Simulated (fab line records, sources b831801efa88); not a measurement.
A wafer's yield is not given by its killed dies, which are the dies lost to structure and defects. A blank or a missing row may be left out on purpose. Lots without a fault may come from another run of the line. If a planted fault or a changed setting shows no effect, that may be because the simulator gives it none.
Matching of chambers -- flow sky130 -- 3 sister chambers for SKY_CAPM_CVD_00 on pecvd-01
The step deposits SiO2, target thk 15.5 nm. 16 wafers are shown with their chamber, then 8 later ones without.

## WAFERS WITH THEIR CHAMBER
wafer,chamber,heater power w (W)
L074.1,0,812
L074.3,2,658
L074.5,2,652
L080.3,1,701
L080.5,1,727
L080.6,2,608
L082.3,1,682
L082.4,2,709
L082.5,1,662
L083.3,0,847
L083.5,0,822
L083.6,1,723
L089.1,0,836
L089.2,1,712
L089.3,2,670
L090.1,1,591

SIGNATURES (averages over the wafers above)
reading,chamber 0,chamber 1,chamber 2,scatter within a chamber
heater power w,829.25,685.43,659.40,38.8
Rule: a wafer lies at a distance from a chamber equal to the root of the sum of squares, over the readings, of (its reading less the chamber's mean, divided by the reading's scatter). The wafer belongs to the nearest chamber; if the next one is less than 2 further off, it can't be placed. How the scatter is found: for the shown wafers, subtract from each reading the mean of its chamber, square and add these, divide the total by (wafers less chambers), then take the root.

## WAFERS WITHOUT THEIR CHAMBER
wafer,heater power w (W)
L090.2,829
L090.6,823
L094.2,687
L094.3,711
L094.4,702
L096.1,654
L096.3,870
L096.4,656

## CHAMBER TAKEN BY EACH
wafer,from the rows above,in truth
L090.2,0,0
L090.6,0,0
L094.2,can't be placed: 1 or 2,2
L094.3,can't be placed: 1 or 2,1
L094.4,can't be placed: 1 or 2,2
L096.1,can't be placed: 2 or 1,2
L096.3,0,0
L096.4,can't be placed: 2 or 1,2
Correct placement for 3 of the 8. From these rows, 5 cannot be placed; in 5 the true chamber is one of the candidates. Placed wrongly: 0.
